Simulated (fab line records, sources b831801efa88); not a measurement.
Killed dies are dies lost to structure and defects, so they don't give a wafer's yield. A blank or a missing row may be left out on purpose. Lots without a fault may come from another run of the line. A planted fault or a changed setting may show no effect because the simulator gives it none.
fab line records | flow gf180mcu | part 1 of 2: steps 1 to 30 of 42
record lots=5 wafers=15 last_day=33
route steps=602 shown VT_IMPLANT@93
lots that met no fault: from a run of the same line without faults
start_h: hours from the record's first day to the start of the lot's first wafer shown | wait_h: hours since the lot's step before | " the same as in the row above | L1.1+2: a row that stands for several wafers | - no value, or no start given | * or withheld: withheld | < > ~ a bound
route shown NAME@n: a module of which the file shows steps, and the number in the route of the first | usual: mean/standard deviation of fault-free wafers | same: alike in all rows | chamber/n: place in a boat | sites: the reading at each site | _std_site: their standard deviation | _edge_site: outer sites' mean less inner sites' | radius_mm: how far each site lies from the wafer's centre | mask NAME#n: copy n | behind: the tool/chamber that last shaped the wafer | hold: why the lot was held/for how many hours/how that ended | device: the transistor (n, p or np) that didn't switch | end of line: the same wafers' tests at the end of the route | a step without rows: its recipe alone | killed: dies lost to structure and defects at the first sort, not the wafer's yield | map: a wafer's dies, x killed, . not, _ none there
set.NAME: the setting as run; set.NAME@STEP: as run at that earlier step | model.NAME: the simulator's own value behind a step, which no gauge read
lots at some steps of the route; a table a step, a row a wafer
services: from which hour (start_h, from the record's first day; less than 0 if before it) a tool's chamber was out of use, for how many hours, and why
## steps
# step GF_VT_IMPLANT_SOFTBAKE_03
# recipe temp_c=90 time_s=60 resist=NOVOLAK
# columns lot.wafer tool chamber start_h wait_h
L083.1+3+6 litho_track-03 0 157.96 0.1
L087.2+3+4 litho_track-02 0 181.61 0.1
L088.3+4+5 litho_track-03 0 192.41 0.1
L091.1+3+4 litho_track-04 0 213.55 0.1
L092.1+5+6 litho_track-03 0 221.71 0.1
# step GF_VT_IMPLANT_EXPOSE_04
# recipe mask_id=LVPWELL_LV_AREA target_cd_nm=600 na=0.6 source_shape=conventional sigma_outer=0.6 dose_mj=140
# usual exposure_dose_mJ_cm2=140.01/0.13
# columns lot.wafer tool chamber start_h wait_h mask exposure_dose_mJ_cm2
L083.1 iline_stepper-01 0 - - LVPWELL_LV_AREA#0 139.86
L083.3 " 0 " " LVPWELL_LV_AREA#0 139.95
L083.6 " 0 " " LVPWELL_LV_AREA#0 139.82
L087.2 iline_stepper-02 0 - - LVPWELL_LV_AREA#0 140.12
L087.3 " 0 " " LVPWELL_LV_AREA#0 140.22
L087.4 " 0 " " LVPWELL_LV_AREA#0 140.04
L088.3 iline_stepper-02 0 - - LVPWELL_LV_AREA#0 140.14
L088.4 " 0 " " LVPWELL_LV_AREA#0 140.07
L088.5 " 0 " " LVPWELL_LV_AREA#0 139.98
L091.1 iline_stepper-01 0 - - LVPWELL_LV_AREA#0 139.99
L091.3 " 0 " " LVPWELL_LV_AREA#0 140.15
L091.4 " 0 " " LVPWELL_LV_AREA#0 140.16
L092.1 iline_stepper-01 0 - - LVPWELL_LV_AREA#0 140.00
L092.5 " 0 " " LVPWELL_LV_AREA#0 140.04
L092.6 " 0 " " LVPWELL_LV_AREA#0 140.03
# step GF_VT_IMPLANT_PEB_05
# recipe temp_c=withheld time_s=* resist=NOVOLAK
# columns lot.wafer tool chamber start_h wait_h
L083.1+3+6 litho_track-02 0 - -
L087.2+3+4 litho_track-03 0 - -
L088.3+4+5 litho_track-04 0 - -
L091.1+3+4 litho_track-03 0 - -
L092.1+5+6 litho_track-03 0 - -
# step GF_VT_IMPLANT_DEVELOP_06
# recipe develop_time_s=60 dev_temp_c=23
# columns lot.wafer tool chamber start_h wait_h
L083.1+3+6 litho_track-02 0 165.63 0.1
L087.2+3+4 litho_track-03 0 189.89 0.1
L088.3+4+5 litho_track-04 0 201.10 0.1
L091.1+3+4 litho_track-03 0 222.01 0.1
L092.1+5+6 litho_track-03 0 230.56 0.1
# step GF_VT_IMPLANT_OVL_MEAS_07
# usual VT_IMPLANT_OVL=1.4/1.4
# columns lot.wafer tool chamber start_h wait_h VT_IMPLANT_OVL[nm]
L083.1 overlay-02 - 165.78 0.1 2.4
L083.3 " - " " 0.8
L083.6 " - " " 1.9
L087.2 overlay-02 - 190.02 0.1 3.5
L087.3 " - " " 2.1
L087.4 " - " " 2.6
L088.3 overlay-02 - 201.21 0.1 -0.5
L088.4 " - " " -1.6
L088.5 " - " " -0.1
L091.1 overlay-01 - 222.16 0.1 1.7
L091.3 " - " " 3.1
L091.4 " - " " 2.1
L092.1 overlay-01 - 230.71 0.1 0.5
L092.5 " - " " -0.2
L092.6 " - " " 1.5
# step GF_VT_IMPLANT_IMPLANT_08
# recipe species=BF2 energy_kev=20 dose_cm2=8.29e+12 tilt_deg=7
# usual dose_ions_cm2=8.29e+12/7.7e+09
# columns lot.wafer tool chamber start_h wait_h dose_ions_cm2
L083.1 implanter-03 0 165.82 0.0 8.287e+12
L083.3 " 0 " " 8.295e+12
L083.6 " 0 " " 8.279e+12
L087.2 implanter-03 0 190.07 0.0 8.291e+12
L087.3 " 0 " " 8.294e+12
L087.4 " 0 " " 8.304e+12
L088.3 implanter-03 0 201.28 0.1 8.289e+12
L088.4 " 0 " " 8.282e+12
L088.5 " 0 " " 8.278e+12
L091.1 implanter-04 0 222.20 0.0 8.294e+12
L091.3 " 0 " " 8.298e+12
L091.4 " 0 " " 8.299e+12
L092.1 implanter-03 0 230.75 0.0 8.283e+12
L092.5 " 0 " " 8.283e+12
L092.6 " 0 " " 8.286e+12
# step GF_VT_IMPLANT_STRIP_09
# recipe chemistry=O2/N2 power_w=1400 pressure_mtorr=1500 platen_temp_c=250 o2_flow_sccm=3000 n2_flow_sccm=300 overash_fraction=0.5
# usual drypump_motor_current_A=6.13/0.29 heater_power_w=332/34 oes_product_au=0.716/0.0048 strip_time_to_endpoint_s=12.64/0.033
# columns lot.wafer tool chamber start_h wait_h drypump_motor_current_A heater_power_w oes_product_au rf_hours_counter_h strip_time_to_endpoint_s
L083.1 plasma_asher-04 1 165.97 0.1 6.18 339 0.714 51 12.65
L083.3 " 1 " " 6.25 334 0.724 - 12.64
L083.6 " 0 " " 5.46 308 0.718 - 12.66
L087.2 plasma_asher-02 1 190.20 0.1 6.34 390 0.722 8 12.63
L087.3 " 0 " " 6.10 361 0.711 - 12.63
L087.4 " 1 " " 6.32 374 0.725 - 12.61
L088.3 plasma_asher-03 1 201.41 0.1 6.43 282 0.719 - 12.66
L088.4 " 0 " " 6.17 334 0.716 - 12.67
L088.5 " 0 " " 6.14 326 0.714 - 12.67
L091.1 plasma_asher-04 0 222.35 0.1 5.48 298 0.709 56 12.59
L091.3 " 1 " " 6.23 331 0.718 - 12.63
L091.4 " 0 " " 5.48 302 0.722 - 12.60
L092.1 plasma_asher-04 0 230.90 0.1 5.50 310 0.708 57 12.61
L092.5 " 1 " " 6.18 331 0.715 - 12.61
L092.6 " 0 " " 5.48 306 0.717 - 12.60
# step GF_VT_IMPLANT_TW_MEAS_10
# usual VT_IMPLANT_TW=568/9.2
# columns lot.wafer tool chamber start_h wait_h VT_IMPLANT_TW
L083.1 film_metro-03 - 166.07 0.1 557
L083.3 " - " " 557
L083.6 " - " " 560
L087.2 film_metro-01 - 190.31 0.1 575
L087.3 " - " " 575
L087.4 " - " " 576
L088.3 film_metro-01 - 201.50 0.1 578
L088.4 " - " " 578
L088.5 " - " " 570
L091.1 film_metro-02 - 222.45 0.1 562
L091.3 " - " " 565
L091.4 " - " " 565
L092.1 film_metro-03 - 231.00 0.1 560
L092.5 " - " " 562
L092.6 " - " " 557
# step GF_VT_IMPLANT_DEHYDRATE_11
# recipe temp_c=200 time_s=60
# columns lot.wafer tool chamber start_h wait_h
L083.1+3+6 litho_track-03 0 173.41 7.3
L087.2+3+4 litho_track-03 0 198.04 7.7
L088.3+4+5 litho_track-03 0 209.61 8.1
L091.1+3+4 litho_track-04 0 231.14 8.7
L092.1+5+6 litho_track-04 0 239.59 8.6
# step GF_VT_IMPLANT_HMDS_12
# recipe prime_time_s=60 prime_temp_c=120
# columns lot.wafer tool chamber start_h wait_h
L083.1+3+6 litho_track-03 0 173.56 0.1
L087.2+3+4 litho_track-03 0 198.19 0.1
L088.3+4+5 litho_track-03 0 209.76 0.1
L091.1+3+4 litho_track-04 0 231.29 0.1
L092.1+5+6 litho_track-04 0 239.74 0.1
# step GF_VT_IMPLANT_COAT_13
# recipe resist=NOVOLAK spin_rpm=3000 resist_thk_nm=1000
# columns lot.wafer tool chamber start_h wait_h
L083.1+3+6 litho_track-03 0 173.71 0.1
L087.2+3+4 litho_track-03 0 198.34 0.1
L088.3+4+5 litho_track-03 0 209.91 0.1
L091.1+3+4 litho_track-04 0 231.44 0.1
L092.1+5+6 litho_track-04 0 239.89 0.1
# step GF_VT_IMPLANT_SOFTBAKE_14
# recipe temp_c=90 time_s=60 resist=NOVOLAK
# columns lot.wafer tool chamber start_h wait_h
L083.1+3+6 litho_track-03 0 173.86 0.1
L087.2+3+4 litho_track-03 0 198.49 0.1
L088.3+4+5 litho_track-03 0 210.06 0.1
L091.1+3+4 litho_track-04 0 231.59 0.1
L092.1+5+6 litho_track-04 0 240.04 0.1
# step GF_VT_IMPLANT_EXPOSE_15
# recipe mask_id=Nwell_LV_AREA target_cd_nm=860 na=0.6 source_shape=conventional sigma_outer=0.6 dose_mj=140
# usual exposure_dose_mJ_cm2=139.96/0.14
# columns lot.wafer tool chamber start_h wait_h mask exposure_dose_mJ_cm2
L083.1 iline_stepper-01 0 - - Nwell_LV_AREA#0 139.89
L083.3 " 0 " " Nwell_LV_AREA#0 140.00
L083.6 " 0 " " Nwell_LV_AREA#0 139.97
L087.2 iline_stepper-02 0 - - Nwell_LV_AREA#0 140.12
L087.3 " 0 " " Nwell_LV_AREA#0 140.07
L087.4 " 0 " " Nwell_LV_AREA#0 139.95
L088.3 iline_stepper-01 0 - - Nwell_LV_AREA#0 140.05
L088.4 " 0 " " Nwell_LV_AREA#0 139.88
L088.5 " 0 " " Nwell_LV_AREA#0 140.03
L091.1 iline_stepper-01 0 - - Nwell_LV_AREA#0 139.95
L091.3 " 0 " " Nwell_LV_AREA#0 140.02
L091.4 " 0 " " Nwell_LV_AREA#0 140.10
L092.1 iline_stepper-02 0 - - Nwell_LV_AREA#0 139.89
L092.5 " 0 " " Nwell_LV_AREA#0 139.92
L092.6 " 0 " " Nwell_LV_AREA#0 139.96
# step GF_VT_IMPLANT_PEB_16
# recipe temp_c=withheld time_s=* resist=NOVOLAK
# columns lot.wafer tool chamber start_h wait_h
L083.1+3+6 litho_track-03 0 - -
L087.2+3+4 litho_track-03 0 - -
L088.3+4+5 litho_track-04 0 - -
L091.1+3+4 litho_track-02 0 - -
L092.1+5+6 litho_track-02 0 - -
# step GF_VT_IMPLANT_DEVELOP_17
# recipe develop_time_s=60 dev_temp_c=23
# columns lot.wafer tool chamber start_h wait_h
L083.1+3+6 litho_track-03 0 181.76 0.1
L087.2+3+4 litho_track-03 0 207.59 0.1
L088.3+4+5 litho_track-04 0 218.50 0.1
L091.1+3+4 litho_track-02 0 240.38 0.1
L092.1+5+6 litho_track-02 0 249.18 0.1
# step GF_VT_IMPLANT_OVL_MEAS_18
# usual VT_IMPLANT_01_OVL=-0.1/1.5
# columns lot.wafer tool chamber start_h wait_h VT_IMPLANT_01_OVL[nm]
L083.1 overlay-02 - 181.91 0.1 1.7
L083.3 " - " " 3.3
L083.6 " - " " 0.8
L087.2 overlay-02 - 207.72 0.1 0.4
L087.3 " - " " -0.1
L087.4 " - " " 0.6
L088.3 overlay-02 - 218.61 0.1 0.4
L088.4 " - " " -0.7
L088.5 " - " " -1.6
L091.1 overlay-01 - 240.53 0.1 3.1
L091.3 " - " " 1.7
L091.4 " - " " 4.1
L092.1 overlay-02 - 249.33 0.1 -0.3
L092.5 " - " " -0.2
L092.6 " - " " -0.2
# step GF_VT_IMPLANT_IMPLANT_19
# recipe species=As energy_kev=100 dose_cm2=4.35e+12 tilt_deg=7
# usual dose_ions_cm2=4.349e+12/4.6e+09
# columns lot.wafer tool chamber start_h wait_h dose_ions_cm2
L083.1 implanter-04 0 181.95 0.0 4.337e+12
L083.3 " 0 " " 4.35e+12
L083.6 " 0 " " 4.345e+12
L087.2 implanter-01 0 207.77 0.0 4.351e+12
L087.3 " 0 " " 4.351e+12
L087.4 " 0 " " 4.361e+12
L088.3 implanter-03 0 218.68 0.1 4.352e+12
L088.4 " 0 " " 4.356e+12
L088.5 " 0 " " 4.351e+12
L091.1 implanter-01 0 240.57 0.0 4.353e+12
L091.3 " 0 " " 4.35e+12
L091.4 " 0 " " 4.346e+12
L092.1 implanter-04 0 249.37 0.0 4.341e+12
L092.5 " 0 " " 4.347e+12
L092.6 " 0 " " 4.351e+12
# step GF_VT_IMPLANT_STRIP_20
# recipe chemistry=O2/N2 power_w=1400 pressure_mtorr=1500 platen_temp_c=250 o2_flow_sccm=3000 n2_flow_sccm=300 overash_fraction=0.5
# usual drypump_motor_current_A=6.13/0.28 heater_power_w=335/34 oes_product_au=0.715/0.0043 strip_time_to_endpoint_s=12.64/0.034
# columns lot.wafer tool chamber start_h wait_h drypump_motor_current_A heater_power_w oes_product_au rf_hours_counter_h strip_time_to_endpoint_s
L083.1 plasma_asher-02 1 182.10 0.1 6.31 380 0.711 7 12.68
L083.3 " 0 " " 6.11 365 0.710 - 12.68
L083.6 " 0 " " 6.14 359 0.713 - 12.68
L087.2 plasma_asher-03 1 207.90 0.1 6.42 289 0.715 45 12.70
L087.3 " 0 " " 6.13 330 0.711 - 12.62
L087.4 " 1 " " 6.44 278 0.716 - 12.63
L088.3 plasma_asher-02 1 218.81 0.1 6.38 396 0.719 - 12.63
L088.4 " 0 " " 6.12 359 0.717 - 12.63
L088.5 " 0 " " 6.09 366 0.715 - 12.61
L091.1 plasma_asher-04 1 240.72 0.1 6.24 342 0.713 58 12.62
L091.3 " 1 " " 6.22 338 0.715 - 12.59
L091.4 " 0 " " 5.48 299 0.716 - 12.61
L092.1 plasma_asher-04 1 249.52 0.1 6.22 327 0.715 59 12.64
L092.5 " 0 " " 5.53 303 0.718 - 12.65
L092.6 " 1 " " 6.22 333 0.720 - 12.63
# step GF_VT_IMPLANT_TW_MEAS_21
# usual VT_IMPLANT_2_TW=1229/20
# columns lot.wafer tool chamber start_h wait_h VT_IMPLANT_2_TW
L083.1 film_metro-01 - 182.20 0.1 1244
L083.3 " - " " 1250
L083.6 " - " " 1239
L087.2 film_metro-01 - 208.01 0.1 1245
L087.3 " - " " 1246
L087.4 " - " " 1237
L088.3 film_metro-01 - 218.90 0.1 1248
L088.4 " - " " 1247
L088.5 " - " " 1245
L091.1 film_metro-03 - 240.82 0.1 1215
L091.3 " - " " 1215
L091.4 " - " " 1215
L092.1 film_metro-01 - 249.62 0.1 1243
L092.5 " - " " 1244
L092.6 " - " " 1246
# step GF_VT_IMPLANT_DEHYDRATE_22
# recipe temp_c=200 time_s=60
# columns lot.wafer tool chamber start_h wait_h
L083.1+3+6 litho_track-02 0 190.33 8.1
L087.2+3+4 litho_track-04 0 216.32 8.3
L088.3+4+5 litho_track-03 0 227.21 8.3
L091.1+3+4 litho_track-04 0 249.24 8.4
L092.1+5+6 litho_track-04 0 257.94 8.3
# step GF_VT_IMPLANT_HMDS_23
# recipe prime_time_s=60 prime_temp_c=120
# columns lot.wafer tool chamber start_h wait_h
L083.1+3+6 litho_track-02 0 190.48 0.1
L087.2+3+4 litho_track-04 0 216.47 0.1
L088.3+4+5 litho_track-03 0 227.36 0.1
L091.1+3+4 litho_track-04 0 249.39 0.1
L092.1+5+6 litho_track-04 0 258.09 0.1
# step GF_VT_IMPLANT_COAT_24
# recipe resist=NOVOLAK spin_rpm=3000 resist_thk_nm=1000
# columns lot.wafer tool chamber start_h wait_h
L083.1+3+6 litho_track-02 0 190.63 0.1
L087.2+3+4 litho_track-04 0 216.62 0.1
L088.3+4+5 litho_track-03 0 227.51 0.1
L091.1+3+4 litho_track-04 0 249.54 0.1
L092.1+5+6 litho_track-04 0 258.24 0.1
# step GF_VT_IMPLANT_SOFTBAKE_25
# recipe temp_c=90 time_s=60 resist=NOVOLAK
# columns lot.wafer tool chamber start_h wait_h
L083.1+3+6 litho_track-02 0 190.78 0.1
L087.2+3+4 litho_track-04 0 216.77 0.1
L088.3+4+5 litho_track-03 0 227.66 0.1
L091.1+3+4 litho_track-04 0 249.69 0.1
L092.1+5+6 litho_track-04 0 258.39 0.1
# step GF_VT_IMPLANT_EXPOSE_26
# recipe mask_id=LVPWELL_HV_AREA target_cd_nm=860 na=0.6 source_shape=conventional sigma_outer=0.6 dose_mj=140
# usual exposure_dose_mJ_cm2=140.00/0.14
# columns lot.wafer tool chamber start_h wait_h mask exposure_dose_mJ_cm2
L083.1 iline_stepper-02 0 - - LVPWELL_HV_AREA#0 139.97
L083.3 " 0 " " LVPWELL_HV_AREA#0 139.89
L083.6 " 0 " " LVPWELL_HV_AREA#0 139.89
L087.2 iline_stepper-01 0 - - LVPWELL_HV_AREA#0 139.98
L087.3 " 0 " " LVPWELL_HV_AREA#0 139.89
L087.4 " 0 " " LVPWELL_HV_AREA#0 139.79
L088.3 iline_stepper-02 0 - - LVPWELL_HV_AREA#0 140.18
L088.4 " 0 " " LVPWELL_HV_AREA#0 139.94
L088.5 " 0 " " LVPWELL_HV_AREA#0 140.11
L091.1 iline_stepper-02 0 - - LVPWELL_HV_AREA#0 140.01
L091.3 " 0 " " LVPWELL_HV_AREA#0 140.20
L091.4 " 0 " " LVPWELL_HV_AREA#0 140.20
L092.1 iline_stepper-02 0 - - LVPWELL_HV_AREA#0 139.99
L092.5 " 0 " " LVPWELL_HV_AREA#0 139.94
L092.6 " 0 " " LVPWELL_HV_AREA#0 139.83
# step GF_VT_IMPLANT_PEB_27
# recipe temp_c=withheld time_s=* resist=NOVOLAK
# columns lot.wafer tool chamber start_h wait_h
L083.1+3+6 litho_track-04 0 - -
L087.2+3+4 litho_track-02 0 - -
L088.3+4+5 litho_track-02 0 - -
L091.1+3+4 litho_track-02 0 - -
L092.1+5+6 litho_track-02 0 - -
# step GF_VT_IMPLANT_DEVELOP_28
# recipe develop_time_s=60 dev_temp_c=23
# columns lot.wafer tool chamber start_h wait_h
L083.1+3+6 litho_track-04 0 199.50 0.1
L087.2+3+4 litho_track-02 0 225.91 0.1
L088.3+4+5 litho_track-02 0 236.63 0.1
L091.1+3+4 litho_track-02 0 258.63 0.1
L092.1+5+6 litho_track-02 0 267.48 0.1
# step GF_VT_IMPLANT_OVL_MEAS_29
# usual VT_IMPLANT_02_OVL=0.9/1.4
# columns lot.wafer tool chamber start_h wait_h VT_IMPLANT_02_OVL[nm]
L083.1 overlay-02 - 199.65 0.1 2.9
L083.3 " - " " 3.2
L083.6 " - " " 3.7
L087.2 overlay-02 - 226.04 0.1 0.8
L087.3 " - " " 0.0
L087.4 " - " " -0.1
L088.3 overlay-01 - 236.74 0.1 0.1
L088.4 " - " " 1.1
L088.5 " - " " 1.5
L091.1 overlay-02 - 258.78 0.1 2.9
L091.3 " - " " 2.5
L091.4 " - " " 3.1
L092.1 overlay-02 - 267.63 0.1 1.9
L092.5 " - " " 1.2
L092.6 " - " " 3.2
# step GF_VT_IMPLANT_IMPLANT_30
# recipe species=B energy_kev=25 dose_cm2=2.534e+12 tilt_deg=7
# usual dose_ions_cm2=2.5334e+12/2.5e+09
# columns lot.wafer tool chamber start_h wait_h dose_ions_cm2
L083.1 implanter-01 0 199.68 0.0 2.5301e+12
L083.3 " 0 " " 2.5336e+12
L083.6 " 0 " " 2.5321e+12
L087.2 implanter-04 0 226.09 0.0 2.5337e+12
L087.3 " 0 " " 2.5349e+12
L087.4 " 0 " " 2.5329e+12
L088.3 implanter-03 0 236.82 0.1 2.5313e+12
L088.4 " 0 " " 2.5321e+12
L088.5 " 0 " " 2.5352e+12
L091.1 implanter-03 0 258.82 0.0 2.5309e+12
L091.3 " 0 " " 2.5309e+12
L091.4 " 0 " " 2.5342e+12
L092.1 implanter-01 0 267.67 0.0 2.5314e+12
L092.5 " 0 " " 2.5305e+12
L092.6 " 0 " " 2.5322e+12
# step GF_VT_IMPLANT_STRIP_31
# recipe chemistry=O2/N2 power_w=1400 pressure_mtorr=1500 platen_temp_c=250 o2_flow_sccm=3000 n2_flow_sccm=300 overash_fraction=0.5
# usual drypump_motor_current_A=6.1/0.3 heater_power_w=328/33 oes_product_au=0.716/0.0047 strip_time_to_endpoint_s=12.63/0.034
# columns lot.wafer tool chamber start_h wait_h drypump_motor_current_A heater_power_w oes_product_au rf_hours_counter_h strip_time_to_endpoint_s
L083.1 plasma_asher-02 0 199.83 0.1 6.1 361 0.716 9 12.57
L083.3 " 0 " " 6.1 359 0.723 - 12.60
L083.6 " 0 " " 6.1 361 0.718 - 12.60
L087.2 plasma_asher-04 0 226.22 0.1 5.5 308 0.719 57 12.67
L087.3 " 1 " " 6.2 329 0.720 - 12.65
L087.4 " 0 " " 5.5 313 0.722 - 12.66
L088.3 plasma_asher-03 0 236.95 0.1 6.1 330 0.710 - 12.62
L088.4 " 1 " " 6.4 277 0.715 - 12.65
L088.5 " 1 " " 6.4 279 0.715 - 12.64
L091.1 plasma_asher-03 1 258.97 0.1 6.4 285 0.721 50 12.57
L091.3 " 1 " " 6.4 272 0.720 - 12.59
L091.4 " 0 " " 6.1 325 0.724 - 12.59
L092.1 plasma_asher-02 0 267.82 0.1 6.0 368 0.716 16 12.67
L092.5 " 1 " " 6.3 386 0.717 - 12.67
L092.6 " 0 " " 6.0 365 0.717 - 12.66
# step GF_VT_IMPLANT_TW_MEAS_32
# usual VT_IMPLANT_3_TW=269/3.5
# columns lot.wafer tool chamber start_h wait_h VT_IMPLANT_3_TW
L083.1 film_metro-01 - 199.93 0.1 276
L083.3 " - " " 274
L083.6 " - " " 276
L087.2 film_metro-03 - 226.33 0.1 266
L087.3 " - " " 268
L087.4 " - " " 267
L088.3 film_metro-03 - 237.04 0.1 266
L088.4 " - " " 266
L088.5 " - " " 267
L091.1 film_metro-03 - 259.07 0.1 269
L091.3 " - " " 268
L091.4 " - " " 268
L092.1 film_metro-01 - 267.92 0.1 275
L092.5 " - " " 274
L092.6 " - " " 275
